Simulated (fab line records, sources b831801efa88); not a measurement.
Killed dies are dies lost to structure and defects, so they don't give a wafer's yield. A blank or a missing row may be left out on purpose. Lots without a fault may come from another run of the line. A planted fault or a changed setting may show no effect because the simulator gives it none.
fab line records | flow gf180mcu
record lots=7 wafers=21 last_day=34
route steps=602 shown V1@335
lots that met no fault: from a run of the same line without faults
start_h: hours from the record's first day to the start of the lot's first wafer shown | wait_h: hours since the lot's step before | " the same as in the row above | L1.1+2: a row that stands for several wafers | - no value, or no start given | * or withheld: withheld | < > ~ a bound
route shown NAME@n: a module of which the file shows steps, and the number in the route of the first | usual: mean/standard deviation of fault-free wafers | same: alike in all rows | chamber/n: place in a boat | sites: the reading at each site | _std_site: their standard deviation | _edge_site: outer sites' mean less inner sites' | radius_mm: how far each site lies from the wafer's centre | mask NAME#n: copy n | behind: the tool/chamber that last shaped the wafer | hold: why the lot was held/for how many hours/how that ended | device: the transistor (n, p or np) that didn't switch | end of line: the same wafers' tests at the end of the route | a step without rows: its recipe alone | killed: dies lost to structure and defects at the first sort, not the wafer's yield | map: a wafer's dies, x killed, . not, _ none there
set.NAME: the setting as run; set.NAME@STEP: as run at that earlier step | model.NAME: the simulator's own value behind a step, which no gauge read
lots at some steps of the route; a table a step, a row a wafer
services: from which hour (start_h, from the record's first day; less than 0 if before it) a tool's chamber was out of use, for how many hours, and why
## steps
# step GF_V1_CVD_00
# recipe material=SiO2 target_thk_nm=600 sigma_open_frac=0.3 temp_c=400 time_s=100 sih4_flow_sccm=60 pressure_mtorr=6
# step GF_V1_THK_MEAS_01
# recipe reads=SiO2_of_V1_CVD_00
# usual V1_CVD_00_THK=597/6.4
# columns lot.wafer tool chamber start_h wait_h V1_CVD_00_THK[nm]
L462.1 film_metro-03 - 388.42 0.0 588
L462.4 " - " " 585
L462.5 " - " " 590
L467.4 film_metro-04 - 430.43 0.0 604
L467.5 " - " " 608
L467.6 " - " " 602
L468.1 film_metro-03 - 442.11 0.0 603
L468.3 " - " " 588
L468.6 " - " " 593
L469.1 film_metro-01 - 451.86 0.0 600
L469.5 " - " " 607
L469.6 " - " " 599
L471.2 film_metro-04 - 471.74 0.0 596
L471.4 " - " " 600
L471.5 " - " " 602
L476.1 film_metro-01 - 510.74 0.1 591
L476.3 " - " " 596
L476.4 " - " " 594
L485.2 film_metro-04 - 585.66 0.0 596
L485.5 " - " " 600
L485.6 " - " " 600
# step GF_V1_CVD_02
# recipe material=SiO2 target_thk_nm=850 precursor=TEOS temp_c=400 time_s=94.851 rf_w=600
# usual heater_power_w=654/110 susceptor_temp_C=400.01/0.21
# columns lot.wafer tool chamber start_h wait_h heater_power_w susceptor_temp_C
L462.1 pecvd-01 2 388.48 0.1 505 399.81
L462.4 " 1 " " 634 400.16
L462.5 " 0 " " 698 399.82
L467.4 pecvd-01 0 430.50 0.1 560 399.95
L467.5 " 2 " " 541 399.39
L467.6 " 1 " " 677 399.98
L468.1 pecvd-04 2 442.17 0.1 550 400.24
L468.3 " 1 " " 578 399.97
L468.6 " 2 " " 574 400.15
L469.1 pecvd-03 1 451.92 0.1 849 399.81
L469.5 " 0 " " 646 400.36
L469.6 " 2 " " 849 400.13
L471.2 pecvd-03 0 471.79 0.0 640 400.11
L471.4 " 1 " " 823 399.72
L471.5 " 0 " " 643 400.18
L476.1 pecvd-01 1 510.80 0.1 616 399.93
L476.3 " 0 " " 701 400.09
L476.4 " 2 " " 584 400.34
L485.2 pecvd-03 2 585.71 0.0 862 399.96
L485.5 " 1 " " 812 399.78
L485.6 " 0 " " 523 399.83
# step GF_V1_THK_MEAS_03
# recipe reads=SiO2_of_V1_CVD_02
# usual V1_CVD_02_THK=848/12
# columns lot.wafer tool chamber start_h wait_h V1_CVD_02_THK[nm]
L462.1 film_metro-04 - 388.54 0.0 820
L462.4 " - " " 844
L462.5 " - " " 854
L467.4 film_metro-01 - 430.56 0.0 867
L467.5 " - " " 855
L467.6 " - " " 843
L468.1 film_metro-04 - 442.24 0.0 831
L468.3 " - " " 830
L468.6 " - " " 835
L469.1 film_metro-03 - 451.99 0.0 836
L469.5 " - " " 846
L469.6 " - " " 843
L471.2 film_metro-01 - 471.87 0.0 844
L471.4 " - " " 864
L471.5 " - " " 856
L476.1 film_metro-03 - 510.87 0.0 845
L476.3 " - " " 851
L476.4 " - " " 852
L485.2 film_metro-01 - 585.79 0.0 828
L485.5 " - " " 843
L485.6 " - " " 847
# step GF_V1_CMP_04
# recipe material=SiO2 down_force_psi=4 platen_rpm=60 pad_velocity_m_s=0.94248
# usual motor_current_A=12.3/1.3 platen_rpm=60.00/0.038 time_to_endpoint_s=80/8.6
# columns lot.wafer tool chamber start_h wait_h motor_current_A platen_rpm time_to_endpoint_s
L462.4 cmp-02 2 388.65 0.1 10.2 60.02 74
L462.1 " 3 " " 11.9 59.97 70
L462.5 " 2 " " 10.1 59.96 76
L467.4 cmp-02 0 430.64 0.1 13.3 59.98 94
L467.5 " 3 " " 11.8 60.01 86
L467.6 " 0 " " 12.9 59.97 83
L468.1 cmp-02 2 442.30 0.1 10.1 60.06 66
L468.3 " 0 " " 13.3 60.01 77
L468.6 " 2 " " 10.9 60.04 69
L469.1 cmp-02 2 452.10 0.1 10.1 60.00 73
L469.5 " 1 " " 13.2 60.02 90
L469.6 " 2 " " 10.0 59.98 76
L471.2 cmp-02 1 471.97 0.1 14.0 59.94 90
L471.4 " 2 " " 9.9 59.94 86
L471.5 " 1 " " 13.7 60.07 98
L476.1 cmp-02 3 510.93 0.1 12.1 60.03 89
L476.4 " 0 " " 13.3 59.99 93
L476.3 " 2 " " 10.5 59.98 80
L485.2 cmp-01 2 585.84 0.0 14.3 60.05 69
L485.5 " 2 " " 13.9 60.01 74
L485.6 " 3 " " 12.4 60.07 75
# step GF_V1_BOW_MEAS_05
# recipe mode=bow
# usual V1_BOW=82/7.1
# columns lot.wafer tool chamber start_h wait_h V1_BOW[um]
L462.1 film_metro-04 - 388.90 0.1 84
L462.4 " - " " 91
L462.5 " - " " 75
L467.4 film_metro-04 - 430.95 0.3 79
L467.5 " - " " 88
L467.6 " - " " 71
L468.1 film_metro-04 - 442.60 0.2 86
L468.3 " - " " 73
L468.6 " - " " 77
L469.1 film_metro-01 - 452.35 0.2 82
L469.5 " - " " 71
L469.6 " - " " 87
L471.2 film_metro-03 - 472.24 0.2 87
L471.4 " - " " 89
L471.5 " - " " 82
L476.1 film_metro-03 - 511.23 0.2 70
L476.3 " - " " 86
L476.4 " - " " 62
L485.2 film_metro-03 - 586.16 0.3 80
L485.5 " - " " 82
L485.6 " - " " 76
# step GF_V1_DEHYDRATE_06
# recipe temp_c=200 time_s=60
# step GF_V1_HMDS_07
# recipe prime_time_s=60 prime_temp_c=120
# step GF_V1_COAT_08
# recipe resist=BARC temp_c=withheld time_s=withheld spin_rpm=withheld resist_thk_nm=withheld
# step GF_V1_COAT_09
# recipe resist=KrF spin_rpm=withheld resist_thk_nm=1000
# step GF_V1_SOFTBAKE_10
# recipe temp_c=130 time_s=60 resist=KrF
# step GF_V1_EXPOSE_11
# recipe mask_id=Via1 target_cd_nm=260 na=0.68 source_shape=conventional sigma_outer=0.6 dose_mj=38
# step GF_V1_PEB_12
# recipe peb_temp_c=135 peb_time_s=90 resist=KrF
# usual heater_power_total_W=85.70/0.085
# columns lot.wafer tool chamber start_h wait_h heater_power_total_W
L462.1 litho_track-03 0 411.51 - 85.82
L462.4 " 0 " " 85.77
L462.5 " 0 " " 85.53
L467.4 litho_track-04 0 455.06 - 86.67
L467.5 " 0 " " 86.66
L467.6 " 0 " " 86.67
L468.1 litho_track-04 0 466.86 - 86.51
L468.3 " 0 " " 86.53
L468.6 " 0 " " 86.63
L469.1 litho_track-04 0 476.46 - 86.65
L469.5 " 0 " " 86.57
L469.6 " 0 " " 86.47
L471.2 litho_track-01 0 496.07 - 85.58
L471.4 " 0 " " 85.64
L471.5 " 0 " " 85.59
L476.1 litho_track-01 0 533.89 - 85.69
L476.3 " 0 " " 85.72
L476.4 " 0 " " 85.73
L485.2 litho_track-03 0 607.09 - 85.58
L485.5 " 0 " " 85.70
L485.6 " 0 " " 85.71
# step GF_V1_DEVELOP_13
# recipe develop_time_s=60 resist=KrF dev_temp_c=22.23
## services
# columns tool chamber start_h hours kind
cmp-01 - 366.36 1.4 repair
pecvd-01 - 368.88 14.0 pm
pecvd-01 0 368.88 14.0 vent_cycle
pecvd-01 1 368.88 14.0 vent_cycle
pecvd-01 2 368.88 14.0 vent_cycle
cmp-01 - 371.11 1.3 repair
cmp-01 - 372.97 4.4 pm
pecvd-01 0 382.88 - clean
pecvd-01 1 382.88 - clean
pecvd-01 2 382.88 - clean
cmp-01 - 404.02 4.0 pm
cmp-01 - 408.02 - consumable_replace:conditioner
cmp-01 - 408.02 - consumable_replace:pad
pecvd-01 0 412.21 5.1 repair
cmp-01 - 451.22 1.0 repair
cmp-02 - 510.46 0.3 repair
pecvd-04 0 538.76 5.7 repair
cmp-02 - 541.29 0.3 repair
pecvd-01 - 568.68 0.3 repair
cmp-02 - 572.25 4.0 pm
cmp-02 - 576.25 - consumable_replace:conditioner
cmp-02 - 576.25 - consumable_replace:pad
## key
first_sign step=GF_V1_PEB_12 reading=heater_power_total_W direction=up sigmas=11 usual=85.70 struck=86.59
effect none on later readings
met_at GF_V1_PEB_12
struck_wafers L467.4,L467.5,L467.6,L468.1,L468.3,L468.6,L469.1,L469.5,L469.6
rows_end L467.4,L467.5,L467.6
sort_left_out L468.1,L468.3,L468.6,L469.1,L469.5,L469.6
tester_left_out L468,L469
earlier_fault kind=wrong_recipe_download tool=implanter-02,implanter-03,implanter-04 chamber=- onset_h=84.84 steps=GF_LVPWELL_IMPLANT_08 wrong_recipe.not_listed=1
fault kind=process_parameter_drift tool=litho_track-04 chamber=- onset_h=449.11 steps=GF_V1_PEB_12 channel=peb_time_s offset=* shape=step acts_in=* stated=*
# tester_left_out: of these lots the tester's yield and bins aren't shown, on N5 and GAA mostly nor the transistor test; their killed dies are dies lost to structure and defects alone, not to doping, threshold or leakage, so they don't give the yield
# sort_left_out: the simulated sort isn't trusted on such a fault, so these wafers' sort isn't shown, and their yield isn't known
# rows_end: these wafers met a further fault down the route, and their rows from its step on are left out
